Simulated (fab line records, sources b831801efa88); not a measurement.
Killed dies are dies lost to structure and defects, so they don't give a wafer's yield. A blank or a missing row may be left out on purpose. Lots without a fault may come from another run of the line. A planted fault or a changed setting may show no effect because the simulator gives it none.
A struck lot beside a sound one | flow gf180mcu | 18 steps out of a route of 602
Sound: wafers L666.1, L666.4, L666.6. Struck: wafer L680.2. (L680.1, L680.4 of the same lot were not struck and are left out.) The cause comes at the end.
At each step with rows: each side's tool, then ch and its chambers, then its first start. Under that, the readings that differ: sound wafers | struck wafers | difference of the means | sigmas: that difference in standard deviations of wafers without a fault.
alike: readings whose means differ by less than 2 such deviations, and words and numbers that are the same on both sides. not compared: withheld readings, readings that some wafer has no value for, bounds like >300 that may hide the same value, and numbers for which the record gives no deviation and whose values overlap.
The two part at a step that has a row with sigmas, a row that says differs or no value, or rows on one side only. Numbers that don't overlap but have no deviation are shown without sigmas and don't part them. A reading that every wafer of one side lacks parts them only if that side has two wafers or more.

first, 3 steps without rows for these wafers: GF_V4_EXPOSE_11 (exposes mask Via4, target cd 260 nm); GF_V4_PEB_12 (peb time 90 s); GF_V4_DEVELOP_13 (develop time 60 s).
GF_V4_CD_MEAS_14: target cd 260 nm.
  sound on cd_sem-02, day 26 19:17; struck on cd_sem-01, day 30 15:35
  alike: cd_nm
GF_V4_OVL_MEAS_15:
  sound on overlay-02, day 26 19:25; struck on overlay-01, day 30 15:43
  alike: V4_OVL
GF_V4_ETCH_16: etches BARC in N2/H2.
  sound on rie_diel-03 ch 0,2,3, day 26 19:27; struck on rie_diel-04 ch 2, day 30 15:45
  alike: drypump_motor_current_A, n2_flow_sccm, oes_product_au, throttle_valve_pct
then, 1 step without rows for these wafers: GF_V4_ETCH_17 (etches SiO2 in C4F8/O2/Ar, stops on TiN, target depth 630 nm).
GF_V4_STRIP_18: strips in O2/N2.
  sound on plasma_asher-04 ch 0,1, day 26 19:35; struck on plasma_asher-02 ch 0, day 30 15:53
  alike: drypump_motor_current_A, heater_power_w, n2_flow_sccm, oes_product_au, platen_temp_c
  not compared: rf_hours_counter_h
then, 2 steps without rows for these wafers: GF_V4_STRIP_19 (strips in post etch residue remover, time 1200 s); GF_V4_CLEAN_20 (cleans in DIW).
GF_V4_SPUTTER_21: material Ti, target thk 15 nm, time 80.02 s.
  sound on pvd_sputter-04, day 26 20:07; struck on pvd_sputter-01, day 30 16:25
  alike: throttle_valve_pct
GF_V4_SPUTTER_22: material TiN, target thk 10 nm, time 40 s.
  sound on pvd_sputter-04, day 26 20:11; struck on pvd_sputter-01, day 30 16:28
  alike: throttle_valve_pct
GF_V4_CVD_23: deposits W, target thk 350 nm, time 104.9 s.
  sound on cvd_w-01 ch 0,1, day 26 20:13; struck on cvd_w-01 ch 1, day 30 16:31
  reading                          | sound             | struck | difference | sigmas
  model.W_of_V4_CVD_23.thk_nm (nm) | 354.7 356.7 356.5 | 252.8  | -103.2     |
  alike: heater_power_w
GF_V4_RS_MEAS_24: measures by four-point-probe.
  sound on film_metro-03, day 26 20:20; struck on film_metro-01, day 30 16:55
  reading          | sound             | struck | difference | sigmas
  V4_W_RS (ohm/sq) | 0.324 0.322 0.322 | 0.455  | +0.132     | +39
  not compared: hold
GF_V4_THK_MEAS_25: measures by xrf.
  sound on film_metro-03, day 26 20:27; struck on film_metro-01, day 30 23:20
  reading       | sound       | struck | difference | sigmas
  V4_W_THK (nm) | 352 355 353 | 259    | -94        | -15
  not compared: hold
GF_V4_CMP_26: polishes, stops on SiO2, t overpolish 15 s, target thk 0 nm.
  sound on cmp-01 ch 0,1, day 26 20:34; struck on cmp-02 ch 0, day 31 03:50
  reading                | sound    | struck                   | difference                   | sigmas
  hold                   | - - -    | await_dispo/4.1h/release | no value on the sound wafers |
  time_to_endpoint_s (s) | 85 79 77 | 57                       | -23                          | -6
  alike: motor_current_A
GF_MIM_SPUTTER_00: material Ti, target thk 37.5 nm, time 150 s.
  sound on pvd_sputter-02, day 26 20:49; struck on pvd_sputter-02, day 31 04:05
  alike: throttle_valve_pct
GF_PASSIVATION_PROBE_99:
  the record has rows for the sound wafers here (prober-02, day 31 04:35) and none for the struck ones

WHERE THEY PART
First at GF_V4_RS_MEAS_24; last, within this record, at GF_PASSIVATION_PROBE_99.

WHY: what the simulator had put in
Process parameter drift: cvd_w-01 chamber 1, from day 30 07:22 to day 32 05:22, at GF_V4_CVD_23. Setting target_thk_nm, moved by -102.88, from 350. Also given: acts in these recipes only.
